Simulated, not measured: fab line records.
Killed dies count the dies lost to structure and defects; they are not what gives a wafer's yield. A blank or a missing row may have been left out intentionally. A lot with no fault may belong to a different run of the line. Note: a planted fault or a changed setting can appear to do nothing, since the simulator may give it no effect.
Which of the tools did it? :: flow sky130 :: 24 lots, 72 wafers sampled, at 4 steps of a route of 708

== WHAT EACH GAUGE READ, for each wafer ==
SKY_FIELD_ISO_THK_MEAS_25. Usual: FIELD_ISO_CVD_24_THK typically reads 593 nm, with standard deviation 5.1.
lot: L074
measured: day 2 14:55
on: film metro-03
FIELD_ISO_CVD_24_THK (nm): 587 594 594
flag: 

lot: L075
measured: day 2 21:35
on: film metro-04
FIELD_ISO_CVD_24_THK (nm): 588 590 597
flag: 

lot: L076
measured: day 2 21:38
on: film metro-03
FIELD_ISO_CVD_24_THK (nm): 594 604 603
flag: 

lot: L077
measured: day 3 07:20
on: film metro-02
FIELD_ISO_CVD_24_THK (nm): 596 601 594
flag: 

lot: L078
measured: day 3 07:21
on: film metro-04
FIELD_ISO_CVD_24_THK (nm): 591 608 602
flag: 

lot: L079
measured: day 3 17:11
on: film metro-03
FIELD_ISO_CVD_24_THK (nm): 591 587 593
flag: 

lot: L080
measured: day 3 17:48
on: film metro-02
FIELD_ISO_CVD_24_THK (nm): 595 597 590
flag: 

lot: L081
measured: day 3 21:21
on: film metro-02
FIELD_ISO_CVD_24_THK (nm): 594 590 588
flag: 

lot: L082
measured: day 4 03:38
on: film metro-03
FIELD_ISO_CVD_24_THK (nm): 594 587 594
flag: 

lot: L083
measured: day 4 08:47
on: film metro-02
FIELD_ISO_CVD_24_THK (nm): 598 605 599
flag: 

lot: L084
measured: day 4 13:58
on: film metro-04
FIELD_ISO_CVD_24_THK (nm): 596 600 589
flag: 

lot: L085
measured: day 4 18:14
on: film metro-02
FIELD_ISO_CVD_24_THK (nm): 594 598 599
flag: 

lot: L086
measured: day 5 00:41
on: film metro-02
FIELD_ISO_CVD_24_THK (nm): 587 601 590
flag: 

lot: L087
measured: day 5 07:15
on: film metro-04
FIELD_ISO_CVD_24_THK (nm): 595 598 588
flag: 

lot: L088
measured: day 5 08:25
on: film metro-02
FIELD_ISO_CVD_24_THK (nm): 588 591 595
flag: 

lot: L089
measured: day 5 14:14
on: film metro-04
FIELD_ISO_CVD_24_THK (nm): 589 591 584
flag: 

lot: L090
measured: day 5 18:11
on: film metro-04
FIELD_ISO_CVD_24_THK (nm): 595 593 593
flag: 

lot: L091
measured: day 5 22:55
on: film metro-03
FIELD_ISO_CVD_24_THK (nm): 594 586 584
flag: 

lot: L092
measured: day 6 03:53
on: film metro-03
FIELD_ISO_CVD_24_THK (nm): 596 598 587
flag: 

lot: L093
measured: day 6 10:17
on: film metro-04
FIELD_ISO_CVD_24_THK (nm): 590 594 591
flag: 

lot: L094
measured: day 6 15:17
on: film metro-04
FIELD_ISO_CVD_24_THK (nm): 595 590 592
flag: 

lot: L095
measured: day 6 19:40
on: film metro-02
FIELD_ISO_CVD_24_THK (nm): 591 588 584
flag: 

lot: L096
measured: day 7 04:32
on: film metro-04
FIELD_ISO_CVD_24_THK (nm): 587 593 589
flag: 

lot: L097
measured: day 7 10:56
on: film metro-02
FIELD_ISO_CVD_24_THK (nm): 587 582 590
flag: 

SKY_GATE_OXIDE_OVL_MEAS_10. Usual: GATE_OXIDE_OVL typically reads -0.8 nm, with standard deviation 1.5.
lot: L074
measured: day 14 14:46
on: overlay-01
GATE_OXIDE_OVL (nm): -0.5 1.5 1.4
flag: 

lot: L075
measured: day 14 19:47
on: overlay-02
GATE_OXIDE_OVL (nm): -0.7 0.0 0.0
flag: 

lot: L076
measured: day 14 19:28
on: overlay-01
GATE_OXIDE_OVL (nm): 0.8 -1.2 -1.8
flag: 

lot: L077
measured: day 15 12:21
on: overlay-02
GATE_OXIDE_OVL (nm): -2.5 -3.1 -2.2
flag: 

lot: L078
measured: day 15 15:19
on: overlay-02
GATE_OXIDE_OVL (nm): -3.2 -1.7 -4.9
flag: 

lot: L079
measured: day 16 02:20
on: overlay-01
GATE_OXIDE_OVL (nm): -2.5 -0.6 -1.8
flag: 

lot: L080
measured: day 16 05:49
on: overlay-02
GATE_OXIDE_OVL (nm): 0.6 1.5 0.4
flag: 

lot: L081
measured: day 16 10:06
on: overlay-01
GATE_OXIDE_OVL (nm): -0.5 -1.2 -0.5
flag: 

lot: L082
measured: day 16 23:10
on: overlay-01
GATE_OXIDE_OVL (nm): 0.3 0.9 1.1
flag: 

lot: L083
measured: day 17 03:06
on: overlay-01
GATE_OXIDE_OVL (nm): -2.4 0.2 -0.8
flag: 

lot: L084
measured: day 17 13:39
on: overlay-01
GATE_OXIDE_OVL (nm): 0.8 0.6 0.5
flag: 

lot: L085
measured: day 18 01:00
on: overlay-02
GATE_OXIDE_OVL (nm): 1.0 1.8 -0.4
flag: 

lot: L086
measured: day 18 04:58
on: overlay-02
GATE_OXIDE_OVL (nm): 2.9 0.9 0.6
flag: 

lot: L087
measured: day 18 20:58
on: overlay-01
GATE_OXIDE_OVL (nm): -0.9 -1.5 -0.7
flag: 

lot: L088
measured: day 19 01:11
on: overlay-01
GATE_OXIDE_OVL (nm): -1.8 -3.2 -1.6
flag: 

lot: L089
measured: day 19 07:19
on: overlay-01
GATE_OXIDE_OVL (nm): -1.6 0.1 -1.7
flag: 

lot: L090
measured: day 19 11:21
on: overlay-01
GATE_OXIDE_OVL (nm): -3.2 -3.6 -2.2
flag: 

lot: L091
measured: day 19 20:00
on: overlay-02
GATE_OXIDE_OVL (nm): -1.6 -2.1 -0.1
flag: 

lot: L092
measured: day 20 03:51
on: overlay-01
GATE_OXIDE_OVL (nm): -2.8 -3.7 -2.8
flag: 

lot: L093
measured: day 20 14:51
on: overlay-01
GATE_OXIDE_OVL (nm): 0.1 0.3 0.9
flag: 

lot: L094
measured: day 20 19:31
on: overlay-01
GATE_OXIDE_OVL (nm): -2.1 1.0 -1.3
flag: 

lot: L095
measured: day 21 07:46
on: overlay-02
GATE_OXIDE_OVL (nm): -1.2 0.5 -0.4
flag: 

lot: L096
measured: day 21 21:25
on: overlay-01
GATE_OXIDE_OVL (nm): -0.1 -0.7 -0.2
flag: 

lot: L097
measured: day 22 02:32
on: overlay-02
GATE_OXIDE_OVL (nm): -0.6 -1.7 -1.1
flag: 

SKY_VIA1_THK_MEAS_01. Usual: VIA1_HDPCVD_THK typically reads 1036 nm, with standard deviation 10.
lot: L074
measured: day 33 16:20
on: film metro-01
VIA1_HDPCVD_THK (nm): 1048 1044 1051
flag: 

lot: L075
measured: day 34 01:50
on: film metro-02
VIA1_HDPCVD_THK (nm): 1024 1024 1015
flag: 

lot: L076
measured: day 34 00:20
on: film metro-01
VIA1_HDPCVD_THK (nm): 1033 1029 1022
flag: 

lot: L077
measured: day 34 13:34
on: film metro-01
VIA1_HDPCVD_THK (nm): 1034 1042 1032
flag: 

lot: L078
measured: day 34 16:56
on: film metro-02
VIA1_HDPCVD_THK (nm): 1047 1050 1035
flag: 

lot: L079
measured: day 34 22:47
on: film metro-02
VIA1_HDPCVD_THK (nm): 1051 1050 1060
flag: 

lot: L080
measured: day 35 03:40
on: film metro-01
VIA1_HDPCVD_THK (nm): 1046 1037 1034
flag: 

lot: L081
measured: day 35 10:50
on: film metro-03
VIA1_HDPCVD_THK (nm): 1041 1040 1039
flag: 

lot: L082
measured: day 35 22:20
on: film metro-03
VIA1_HDPCVD_THK (nm): 1026 1030 1029
flag: 

lot: L083
measured: day 36 01:52
on: film metro-02
VIA1_HDPCVD_THK (nm): 1020 1019 1021
flag: 

lot: L084
measured: day 36 10:20
on: film metro-01
VIA1_HDPCVD_THK (nm): 1039 1041 1049
flag: 

lot: L085
measured: day 36 18:16
on: film metro-02
VIA1_HDPCVD_THK (nm): 1031 1046 1036
flag: 

lot: L086
measured: day 36 23:20
on: film metro-01
VIA1_HDPCVD_THK (nm): 1031 1042 1039
flag: 

lot: L087
measured: day 37 11:47
on: film metro-02
VIA1_HDPCVD_THK (nm): 1042 1053 1042
flag: 

lot: L088
measured: day 37 13:32
on: film metro-01
VIA1_HDPCVD_THK (nm): 1036 1033 1048
flag: 

lot: L089
measured: day 37 22:00
on: film metro-02
VIA1_HDPCVD_THK (nm): 1042 1034 1043
flag: 

lot: L090
measured: day 37 23:16
on: film metro-02
VIA1_HDPCVD_THK (nm): 1048 1045 1043
flag: 

lot: L091
measured: day 38 04:36
on: film metro-03
VIA1_HDPCVD_THK (nm): 1028 1039 1029
flag: 

lot: L092
measured: day 38 09:58
on: film metro-01
VIA1_HDPCVD_THK (nm): 1038 1037 1024
flag: 

lot: L093
measured: day 38 22:17
on: film metro-03
VIA1_HDPCVD_THK (nm): 1035 1045 1044
flag: 

lot: L094
measured: day 39 02:57
on: film metro-02
VIA1_HDPCVD_THK (nm): 1048 1062 1034
flag: 

lot: L095
measured: day 39 10:49
on: film metro-02
VIA1_HDPCVD_THK (nm): 1022 1033 1027
flag: 

lot: L096
measured: day 39 20:17
on: film metro-03
VIA1_HDPCVD_THK (nm): 1035 1030 1030
flag: 

lot: L097
measured: day 40 04:20
on: film metro-01
VIA1_HDPCVD_THK (nm): 1041 1019 1034
flag: 

SKY_VIA1_BOW_MEAS_03. Usual: VIA1_BOW typically reads 81 um, with standard deviation 7.1.
lot: L074
measured: day 33 16:41
on: film metro-03
VIA1_BOW (um): 85 89 80
flag: 

lot: L075
measured: day 34 02:20
on: film metro-01
VIA1_BOW (um): 84 89 79
flag: 

lot: L076
measured: day 34 00:50
on: film metro-01
VIA1_BOW (um): 89 99 77
flag: 

lot: L077
measured: day 34 13:56
on: film metro-01
VIA1_BOW (um): 78 76 77
flag: 

lot: L078
measured: day 34 17:18
on: film metro-01
VIA1_BOW (um): 77 83 85
flag: 

lot: L079
measured: day 34 23:10
on: film metro-03
VIA1_BOW (um): 77 80 75
flag: 

lot: L080
measured: day 35 04:02
on: film metro-02
VIA1_BOW (um): 71 82 78
flag: 

lot: L081
measured: day 35 11:11
on: film metro-01
VIA1_BOW (um): 75 79 98
flag: 

lot: L082
measured: day 35 22:43
on: film metro-03
VIA1_BOW (um): 78 69 86
flag: 

lot: L083
measured: day 36 02:13
on: film metro-02
VIA1_BOW (um): 83 90 79
flag: 

lot: L084
measured: day 36 10:42
on: film metro-03
VIA1_BOW (um): 72 84 85
flag: 

lot: L085
measured: day 36 18:38
on: film metro-03
VIA1_BOW (um): 89 83 83
flag: 

lot: L086
measured: day 36 23:43
on: film metro-02
VIA1_BOW (um): 83 71 84
flag: 

lot: L087
measured: day 37 12:09
on: film metro-03
VIA1_BOW (um): 77 79 61
flag: 

lot: L088
measured: day 37 13:53
on: film metro-02
VIA1_BOW (um): 76 75 83
flag: 

lot: L089
measured: day 37 22:22
on: film metro-01
VIA1_BOW (um): 81 75 89
flag: 

lot: L090
measured: day 37 23:38
on: film metro-03
VIA1_BOW (um): 80 77 66
flag: 

lot: L091
measured: day 38 04:58
on: film metro-03
VIA1_BOW (um): 75 90 77
flag: 

lot: L092
measured: day 38 10:20
on: film metro-01
VIA1_BOW (um): 85 76 73
flag: 

lot: L093
measured: day 38 22:40
on: film metro-01
VIA1_BOW (um): 84 82 87
flag: 

lot: L094
measured: day 39 03:19
on: film metro-01
VIA1_BOW (um): 76 95 82
flag: 

lot: L095
measured: day 39 11:23
on: film metro-01
VIA1_BOW (um): 80 77 78
flag: 

lot: L096
measured: day 39 20:41
on: film metro-03
VIA1_BOW (um): 78 90 91
flag: 

lot: L097
measured: day 40 04:42
on: film metro-03
VIA1_BOW (um): 77 89 75
flag: 

== WHAT TOOL EACH LOT RAN ON (gives the tool, then ch and the chambers of the sampled wafers, and finally the start) ==
The record holds no process step before these readings.

== AS READ BY THE TOOLS THEMSELVES (means over the sampled wafers that have a number; for cases with no such wafer, the mark the record gives instead) ==
The record holds no such reading with a usual standard deviation.

== THE ANSWER, worked out from the rows above alone ==
Rule: lot off if the mean of its wafers having a number is beyond 3 standard deviations from the usual mean. Also off: a lot with no number at a reading for which 4 or more lots have one. The other lots that the step has rows for count as sound. First the gauges in route order, then the tools' own readings, where a lot's mean is used as printed above. The first step at which some lot is off is used, and at that step the reading that is off furthest; a lot without a number counts as furthest.
No lot is off at any reading shown: from this, nothing can be told.

== WHAT THE SIMULATOR HAD INSERTED ==
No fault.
